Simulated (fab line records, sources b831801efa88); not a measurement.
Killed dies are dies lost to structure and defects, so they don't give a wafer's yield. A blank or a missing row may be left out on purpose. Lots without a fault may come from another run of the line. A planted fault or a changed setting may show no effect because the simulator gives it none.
Which tool did it? | flow sky130 | 13 lots, 39 wafers sampled, at 4 steps of a route of 708

WHAT THE GAUGES READ, wafer by wafer
SKY_CAPM_OVL_MEAS_12.
lot  | measured     | on         | CAPM_OVL (nm)
L273 | day 37 02:47 | overlay-02 | 1.2 1.2 1.8
L274 | day 37 18:59 | overlay-02 | 1.7 3.2 1.5
L275 | day 38 09:44 | overlay-02 | 2.3 2.4 0.9
L276 | day 38 14:53 | overlay-01 | -0.3 0.5 0.6
L278 | day 39 00:35 | overlay-01 | 2.7 1.9 1.9
L279 | day 39 06:23 | overlay-02 | 2.6 2.6 4.0
L280 | day 39 13:53 | overlay-02 | 0.4 0.6 -0.2
L281 | day 39 21:29 | overlay-01 | 0.8 -0.1 -0.1
L282 | day 40 05:14 | overlay-02 | 2.9 4.5 4.1
L284 | day 40 21:35 | overlay-02 | 1.8 -1.0 1.1
L288 | day 42 05:56 | overlay-02 | 2.8 1.6 2.0
L289 | day 42 09:13 | overlay-02 | -0.6 1.5 2.2
L291 | day 42 23:59 | overlay-01 | 1.2 0.7 1.5

WHICH TOOL RAN EACH LOT (tool, then ch and the chambers of the sampled wafers, then the start)
lot  | SKY_VIA2_CMP_24               | SKY_METAL3_SPUTTER_02        | SKY_CAPM_SPUTTER_02
L273 | cmp-02 ch 1,2,3, day 36 00:01 | pvd_sputter-03, day 36 00:22 | pvd_sputter-04, day 36 00:33
L274 | cmp-02 ch 1,2,3, day 36 17:13 | pvd_sputter-02, day 36 17:31 | pvd_sputter-03, day 36 17:42
L275 | cmp-02 ch 0,2,3, day 37 07:12 | pvd_sputter-03, day 37 07:33 | pvd_sputter-01, day 37 07:44
L276 | cmp-01 ch 1,2,3, day 37 13:11 | pvd_sputter-03, day 37 13:29 | pvd_sputter-01, day 37 13:40
L278 | cmp-02 ch 0,1,2, day 37 22:41 | pvd_sputter-01, day 37 23:02 | pvd_sputter-04, day 37 23:13
L279 | cmp-01 ch 0,1, day 38 05:04   | pvd_sputter-03, day 38 05:25 | pvd_sputter-01, day 38 05:36
L280 | cmp-02 ch 2,3, day 38 13:25   | pvd_sputter-01, day 38 13:43 | pvd_sputter-04, day 38 13:54
L281 | cmp-01 ch 0,2, day 38 19:53   | pvd_sputter-02, day 38 20:11 | pvd_sputter-04, day 38 20:22
L282 | cmp-01 ch 0,2,3, day 39 03:20 | pvd_sputter-03, day 39 03:41 | pvd_sputter-04, day 39 03:52
L284 | cmp-02 ch 1,2, day 39 21:13   | pvd_sputter-02, day 39 21:34 | pvd_sputter-04, day 39 21:50
L288 | cmp-02 ch 2,3, day 41 06:23   | pvd_sputter-03, day 41 06:44 | pvd_sputter-01, day 41 06:55
L289 | cmp-02 ch 1,2, day 41 09:26   | pvd_sputter-02, day 41 09:43 | pvd_sputter-04, day 41 09:55
L291 | cmp-02 ch 0,2, day 42 00:13   | pvd_sputter-01, day 42 00:31 | pvd_sputter-01, day 42 00:42
- SKY_VIA2_CMP_24: polishes, stops on SiO2, t overpolish 20 s, target thk 0 nm.
- SKY_METAL3_SPUTTER_02: material AlCu, target thk 735 nm, time 39.1 s.
- SKY_CAPM_SPUTTER_02: material TiN, target thk 200 nm, time 166.7 s.

WHAT THE TOOLS THEMSELVES READ (means of the sampled wafers that have a number; where no wafer has one, the mark that the record gives instead)
SKY_VIA2_CMP_24.
lot  | tool   | motor_current_A (A) | overpolish_run_s (s) | time_to_endpoint_s (s)
L273 | cmp-02 | 11.6                | 19.998               | 105.2
L274 | cmp-02 | 12.1                | 19.999               | 101.3
L275 | cmp-02 | 11.1                | 19.996               | 105.1
L276 | cmp-01 | 11.4                | 20.007               | 102.1
L278 | cmp-02 | 11.5                | 19.995               | 103.0
L279 | cmp-01 | 11.8                | 19.999               | 103.0
L280 | cmp-02 | 11.5                | 20.003               | 105.3
L281 | cmp-01 | 10.3                | 20.002               | 100.9
L282 | cmp-01 | 11.0                | 20.003               | 101.8
L284 | cmp-02 | 11.8                | 20.000               | 100.6
L288 | cmp-02 | 11.8                | 20.015               | 100.5
L289 | cmp-02 | 11.7                | 20.001               | 107.1
L291 | cmp-02 | 10.5                | 20.005               | 99.5

SKY_METAL3_SPUTTER_02.
lot  | tool           | throttle_valve_pct (%)
L273 | pvd_sputter-03 | 28.9
L274 | pvd_sputter-02 | 28.7
L275 | pvd_sputter-03 | 28.7
L276 | pvd_sputter-03 | 30.0
L278 | pvd_sputter-01 | 29.8
L279 | pvd_sputter-03 | 28.2
L280 | pvd_sputter-01 | 29.8
L281 | pvd_sputter-02 | 29.1
L282 | pvd_sputter-03 | 29.4
L284 | pvd_sputter-02 | 28.4
L288 | pvd_sputter-03 | 28.6
L289 | pvd_sputter-02 | 29.8
L291 | pvd_sputter-01 | 29.5

SKY_CAPM_SPUTTER_02.
lot  | tool           | throttle_valve_pct (%)
L273 | pvd_sputter-04 | 29.8
L274 | pvd_sputter-03 | 29.2
L275 | pvd_sputter-01 | 29.7
L276 | pvd_sputter-01 | 29.7
L278 | pvd_sputter-04 | 29.8
L279 | pvd_sputter-01 | 29.5
L280 | pvd_sputter-04 | 30.1
L281 | pvd_sputter-04 | 30.0
L282 | pvd_sputter-04 | 30.3
L284 | pvd_sputter-04 | 30.5
L288 | pvd_sputter-01 | 30.0
L289 | pvd_sputter-04 | 29.7
L291 | pvd_sputter-01 | 29.9

THE ANSWER, worked out from the rows above alone
Rule: what is usual is taken from the lots themselves. Put in order of their means at a reading, lots are off if they are a third of the lots or fewer, leave a main group of 4 or more, and stand apart from it by a gap of 3 or more times the standard deviation of the main group's means; of several such gaps the widest counts. A main group whose means are all the same, to the digits that the tables above print for the reading, isn't used. A lot without any number at a reading at which 4 lots or more have one is off too. The other lots that the step has rows for count as sound. The gauges are gone through in route order, then the tools' own readings, and for those a lot's mean is taken as printed above. The first step at which some lot is off is used, and at that step the reading that is off furthest; a lot without a number counts as furthest.
No lot is off at any reading shown: from this, nothing can be told.

WHAT THE SIMULATOR HAD PUT IN
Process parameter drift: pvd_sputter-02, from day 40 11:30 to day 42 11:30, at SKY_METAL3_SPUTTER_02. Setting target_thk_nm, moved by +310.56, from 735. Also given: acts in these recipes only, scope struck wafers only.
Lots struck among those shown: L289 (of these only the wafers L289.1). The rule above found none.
